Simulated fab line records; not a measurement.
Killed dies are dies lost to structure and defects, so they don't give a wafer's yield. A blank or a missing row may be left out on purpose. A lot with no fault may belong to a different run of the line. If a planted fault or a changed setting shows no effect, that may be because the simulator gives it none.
Comparing a struck lot with a sound one | flow sky130 | 14 steps out of a route of 708
Sound: these wafers, L468.1, L468.5, L468.6. Wafers L486.1, L486.3, L486.4 were the ones struck. At the end, the cause is stated.
For every step that has rows: the tool of each side, followed by ch and its chambers, followed by its first start. Under that, the readings that differ: sound wafers | struck wafers | difference of the means | sigmas: that difference in standard deviations of wafers without a fault.
alike: a reading whose means differ by less than 2 such deviations, as well as words and numbers matching on both sides. not compared: withheld readings; readings where some wafer has no value; bounds like >300 that might hide an equal value; numbers whose values overlap and for which the record gives no deviation.
Wherever a step has rows on one side only, a row that says differs or no value, or a row with sigmas, the two part there. Numbers that don't overlap but have no deviation are shown without sigmas and don't part them. A reading that every wafer of one side lacks parts them only if that side has two wafers or more.

SKY_LDD_LDN_STRIP_12: strips in O2/N2.
  sound on plasma_asher-02 ch 0,1, day 23 11:50; struck on plasma_asher-02 ch 0,1, day 29 22:09
  alike: drypump_motor_current_A, n2_flow_sccm, oes_product_au, strip_time_to_endpoint_s
  not compared: rf_hours_counter_h
SKY_LDD_LDN_TW_MEAS_13:
  struck on film_metro-01, day 29 22:15; sound on film_metro-02, day 23 11:56
  reading    | sound          | struck         | difference | sigmas
  LDD_LDN_TW | 1496 1505 1506 | 1471 1460 1465 | -37        | -3
then, 2 steps without rows for these wafers: SKY_LDD_LDN_CLEAN_14 (cleans in SC1/SC2, time 150 s); SKY_SPACER_CVD_00 (deposits Si3N4 from DCS/NH3, target thk 43.1 nm, time 740 s).
SKY_SPACER_THK_MEAS_01:
  struck on film_metro-04, day 30 00:10; sound on film_metro-01, day 23 13:15
  alike: SPACER_CVD_00_THK
SKY_SPACER_ETCHBACK_02: etches Si3N4 in CH3F/O2, stops on SiO2, time 46.7 s, target depth 45 nm.
  sound on rie_diel-01 ch 0,1, day 23 13:19; struck on rie_diel-04 ch 0,1,3, day 30 00:13
  alike: drypump_motor_current_A, oes_product_au, throttle_valve_pct
  not compared: rf_hours_counter_h
then, 6 steps without rows for these wafers: SKY_POLY_CUT_DEHYDRATE_00 (time 60 s); SKY_POLY_CUT_HMDS_01 (prime time 60 s); SKY_POLY_CUT_COAT_02 (resist thk 60 nm); SKY_POLY_CUT_COAT_03 (resist thk 450 nm); SKY_POLY_CUT_SOFTBAKE_04 (time 90 s); SKY_POLY_CUT_EXPOSE_05 (exposes mask NPCM, target cd 270 nm).
SKY_POLY_CUT_PEB_06:
  sound on litho_track-04 ch 0, day 24 19:00; struck on litho_track-01, day 31 03:00
  reading         | sound          | struck | difference                    | sigmas
  exhaust_pa (Pa) | 46.3 44.1 45.7 | - - -  | no value on the struck wafers |
  not compared: chill_plate_temp_C
then, 1 step without rows for these wafers: SKY_POLY_CUT_DEVELOP_07 (develop time 60 s).

== WHERE THEY PART ==
Earliest at SKY_LDD_LDN_TW_MEAS_13; latest, in this record, at SKY_POLY_CUT_PEB_06.

WHY: what the simulator had put in
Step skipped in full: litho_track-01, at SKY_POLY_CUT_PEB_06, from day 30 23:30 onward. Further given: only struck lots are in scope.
